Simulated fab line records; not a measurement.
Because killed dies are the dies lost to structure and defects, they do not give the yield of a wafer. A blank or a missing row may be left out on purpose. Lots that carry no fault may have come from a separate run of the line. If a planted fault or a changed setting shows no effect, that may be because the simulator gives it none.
Which tool did it? ; flow sky130 ; 6 lots, 18 wafers sampled, at 3 steps of a route of 708

## WHAT EACH GAUGE READ, for each wafer
SKY_SONOS_TUNNEL_TW_MEAS_12.
lot;measured;on;SONOS_TUNNEL_TW
L416;day 12 22:02;film-metro-04;198.0 199.4 198.7
L420;day 14 14:41;film-metro-04;197.7 197.5 197.8
L422;day 15 01:26;film-metro-04;198.6 197.6 199.0
L427;day 17 00:32;film-metro-02;155.7 157.0 156.3
L434;day 19 03:44;film-metro-02;198.8 199.0 197.6
L436;day 19 21:17;film-metro-01;193.5 195.5 194.7

## TOOL THAT RAN EACH LOT (tool first, then ch and the chambers of the sampled wafers, then the start)
lot;SKY_VT_ADJUST_LVTN_STRIP_20;SKY_SONOS_TUNNEL_IMPLANT_09
L416;plasma-asher-02 ch 0,1, day 8 23:17;implanter-02 ch 0, day 12 21:35
L420;plasma-asher-02 ch 0,1, day 10 07:35;implanter-02 ch 0, day 14 14:17
L422;plasma-asher-02 ch 0,1, day 10 16:23;implanter-04 ch 0, day 15 01:02
L427;plasma-asher-01 ch 0,1, day 12 07:55;implanter-02 ch 0, day 17 00:10
L434;plasma-asher-01 ch 0,1, day 14 02:23;implanter-01 ch 0, day 19 03:19
L436;plasma-asher-04 ch 0,1, day 14 17:20;implanter-04 ch 0, day 19 20:34
- SKY_VT_ADJUST_LVTN_STRIP_20: strips in O2/N2.
- SKY_SONOS_TUNNEL_IMPLANT_09

## THE ANSWER, worked out from the rows above alone
Rule: usual is defined by the lots themselves. Put in order of their means at a reading, lots are off if they are a third of the lots or fewer, leave a main group of 4 or more, and stand apart from it by a gap of 3 or more times the standard deviation of the main group's means; of several such gaps the widest counts. A main group is skipped when, at the precision printed for the reading in the tables above, its means are all equal. A lot without any number at a reading at which 4 lots or more have one is off too. The other lots that the step has rows for count as sound.
Off: L427, seen at SKY_SONOS_TUNNEL_TW_MEAS_12 (SONOS_TUNNEL_TW). The main group has a mean of 197.6 with a standard deviation of 1.5.
If a tool, at a process step before that reading, ran all the lots that are off and no sound lot after the first of them, it fits. Gauges at SKY_SONOS_TUNNEL_TW_MEAS_12: tried the same way as those tools. One fits: SKY_SONOS_TUNNEL_IMPLANT_09 on implanter-02. A fault onset in the window from L420 (day 14 14:17, its last sound lot) to L427 (day 17 00:10, its first lot off) fits.

## WHAT HAD BEEN PUT IN BY THE SIMULATOR
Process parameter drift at SKY_SONOS_TUNNEL_IMPLANT_09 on implanter-02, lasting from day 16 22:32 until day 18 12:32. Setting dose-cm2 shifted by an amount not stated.
Lots struck among those shown: L427. The rule given above showed the same thing.
